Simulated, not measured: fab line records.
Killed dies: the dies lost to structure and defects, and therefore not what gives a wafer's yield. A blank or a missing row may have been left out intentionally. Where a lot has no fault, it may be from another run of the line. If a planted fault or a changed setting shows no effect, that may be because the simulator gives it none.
A lot that was struck, set against a sound lot -- flow sky130 -- 15 out of 708 route steps
Sound: these wafers, L405.2, L405.3, L405.5. Wafers L407.1, L407.3, L407.5 were the ones struck. The cause is named last.
At each step with rows: each side's tool, then ch and its chambers, then its first start. Under that, the readings that differ: sound wafers -- struck wafers -- difference of the means -- sigmas: that difference in standard deviations of wafers without a fault.
alike: readings with means less than 2 such deviations apart, plus words and numbers identical on both sides. not compared: withheld readings, readings lacking a value on some wafer, bounds such as >300 that could conceal the same value, and numbers that have no deviation in the record and whose values overlap.
Wherever a step has rows on one side only, a row that says differs or no value, or a row with sigmas, the two part there. Numbers that don't overlap but have no deviation are shown without sigmas and don't part them. A reading that every wafer of one side lacks parts them only if that side has two wafers or more.

SKY_VIA2_CMP_02: polishes SiO2.
  sound on cmp-01 ch 0,1,2, day 39 05:04; struck on cmp-01 ch 0,3, day 39 20:34
  alike: motor_current_A
SKY_VIA2_BOW_MEAS_03:
  sound on film_metro-04 at day 39 05:21; struck on film_metro-02 at day 39 20:52
  alike: VIA2_BOW
then, 8 steps without rows for these wafers: SKY_VIA2_DEHYDRATE_04 (time 60 s); SKY_VIA2_HMDS_05 (prime time 60 s); SKY_VIA2_COAT_06 (resist thk 60 nm); SKY_VIA2_COAT_07 (resist thk 450 nm); SKY_VIA2_SOFTBAKE_08 (time 90 s); SKY_VIA2_EXPOSE_09 (exposes mask VIM2, target cd 200 nm); SKY_VIA2_PEB_10; SKY_VIA2_DEVELOP_11 (develop time 60 s).
SKY_VIA2_CD_MEAS_12: target cd 200 nm.
  sound on cd_sem-02 at day 40 05:28; struck on cd_sem-02 at day 40 21:26
  alike: cd_nm
SKY_VIA2_OVL_MEAS_13:
  sound on overlay-01 at day 40 05:34; struck on overlay-01 at day 40 21:34
  alike: VIA2_OVL
SKY_VIA2_ETCH_14: etches BARC in N2/H2, stops on SiO2, time 45.9 s, target depth 60 nm.
  sound on rie_diel-02 ch 1,2,3, day 40 05:35; struck on rie_diel-01 ch 0,2, day 40 21:35
reading,sound,struck,difference,sigmas
bias_w (W),99.89 99.87 100.35,107.08 107.64 107.42,+7.34,+25
  alike: chamber_pressure_mTorr, drypump_motor_current_A, oes_product_au, throttle_valve_pct
  not compared: rf_hours_counter_h
SKY_VIA2_ETCH_15: etches SiO2 in C4F8/O2/Ar, stops on TiN, target depth 546 nm, time 84 s.
  sound on rie_diel-02 ch 1,2,3, day 40 05:38; struck on rie_diel-01 ch 0,2, day 40 21:38
  alike: bias_w, chamber_pressure_mTorr, oes_product_au
  not compared: rf_hours_counter_h
-- the record jumps here: 8 days lie between the struck wafers' starts before and after (it left off in module VIA2 and takes up again in module PAD_OPEN, whose first step shown is number 708 of the route) --
SKY_PAD_OPEN_PROBE_99:
  sound on prober-01 at day 48 22:07; struck on prober-01 at day 49 08:38
  alike: defect_limited_yield, killed_at_M0_to_M3, killed_at_M4_up, killed_at_contacts, killed_at_front_end, killed_at_other, killed_dies, killed_open, killed_short, sort_bin_3_pad_short, sort_bin_5_function, sort_bin_6_memory, sort_n_pass, sort_yield_pct

WHERE THEY PART
SKY_VIA2_ETCH_14 only, going by this record. Later steps at which nothing parts them and some readings are alike: SKY_VIA2_ETCH_15, SKY_PAD_OPEN_PROBE_99.

WHY: what the simulator had put in
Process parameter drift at SKY_VIA2_ETCH_14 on rie_diel-01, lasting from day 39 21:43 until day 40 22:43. Setting bias_w, moved by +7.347, from 100. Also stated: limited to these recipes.
